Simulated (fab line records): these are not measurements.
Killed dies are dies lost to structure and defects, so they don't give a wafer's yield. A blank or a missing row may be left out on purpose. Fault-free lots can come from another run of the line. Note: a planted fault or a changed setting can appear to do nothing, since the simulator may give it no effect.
Chamber matching | flow sky130 | SKY_VIA1_CMP_02 on cmp-01 has 4 sister chambers
The step polishes SiO2. 27 wafers are shown with their chamber, then 12 later ones without.

WAFERS WITH THEIR CHAMBER
wafer  | chamber | motorCurrentA (A) | platenRpm (rpm)
L074.2 | 0       | 10.5              | 60.00
L074.3 | 3       | 15.1              | 59.98
L074.5 | 3       | 14.4              | 60.01
L077.2 | 2       | 14.0              | 60.06
L077.5 | 3       | 14.9              | 60.03
L077.6 | 2       | 13.5              | 59.95
L075.2 | 3       | 14.9              | 60.02
L075.3 | 0       | 10.9              | 60.05
L075.4 | 1       | 11.2              | 59.97
L076.1 | 2       | 13.6              | 59.90
L076.5 | 2       | 14.2              | 59.95
L076.6 | 3       | 15.0              | 59.99
L079.1 | 0       | 10.9              | 59.97
L079.2 | 3       | 14.5              | 60.12
L079.6 | 1       | 11.3              | 59.98
L081.2 | 3       | 14.4              | 59.94
L081.3 | 0       | 10.8              | 59.95
L081.4 | 2       | 13.4              | 59.96
L084.1 | 2       | 14.0              | 59.95
L084.2 | 3       | 16.0              | 60.03
L084.5 | 2       | 13.6              | 60.03
L085.1 | 0       | 10.9              | 59.98
L085.3 | 3       | 14.5              | 60.08
L085.6 | 2       | 13.4              | 59.98
L092.4 | 3       | 14.6              | 60.02
L092.5 | 2       | 13.8              | 59.98
L092.6 | 3       | 14.5              | 59.98

SIGNATURES (means of the wafers above)
reading       | chamber 0 | chamber 1 | chamber 2 | chamber 3 | scatter within a chamber
motorCurrentA | 10.800    | 11.250    | 13.722    | 14.800    | 0.362
platenRpm     | 59.9900   | 59.9750   | 59.9733   | 60.0182   | 0.0458
Rule: distance of a wafer from a chamber = root of the sum over the readings of ((wafer's reading minus chamber's mean) / reading's scatter) squared. The wafer belongs to the nearest chamber; if the next one is less than 2 further off, it can't be placed. How the scatter is found: for the shown wafers, subtract from each reading the mean of its chamber, square and add these, divide the total by (wafers less chambers), then take the root.

WAFERS MISSING THEIR CHAMBER
wafer  | motorCurrentA (A) | platenRpm (rpm)
L091.1 | 10.6              | 59.95
L091.2 | 11.0              | 60.07
L091.6 | 15.3              | 60.15
L093.2 | 14.1              | 59.96
L093.3 | 13.5              | 60.01
L093.4 | 10.4              | 60.06
L096.1 | 11.5              | 60.00
L096.4 | 15.2              | 60.07
L096.5 | 14.1              | 60.07
L095.1 | 11.6              | 59.96
L095.5 | 14.0              | 59.97
L095.6 | 14.8              | 60.02

CHAMBER TAKEN BY EACH
wafer  | from the rows above     | in truth
L091.1 | can't be placed: 0 or 1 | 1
L091.2 | can't be placed: 0 or 1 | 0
L091.6 | 3                       | 3
L093.2 | can't be placed: 2 or 3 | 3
L093.3 | 2                       | 2
L093.4 | can't be placed: 0 or 1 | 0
L096.1 | can't be placed: 1 or 0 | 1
L096.4 | 3                       | 3
L096.5 | can't be placed: 3 or 2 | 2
L095.1 | can't be placed: 1 or 0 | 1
L095.5 | can't be placed: 2 or 3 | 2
L095.6 | 3                       | 3
Correctly placed: 4 of 12. These rows do not allow placing 8 (true chamber among the candidates in 8). Wrongly placed: 0.
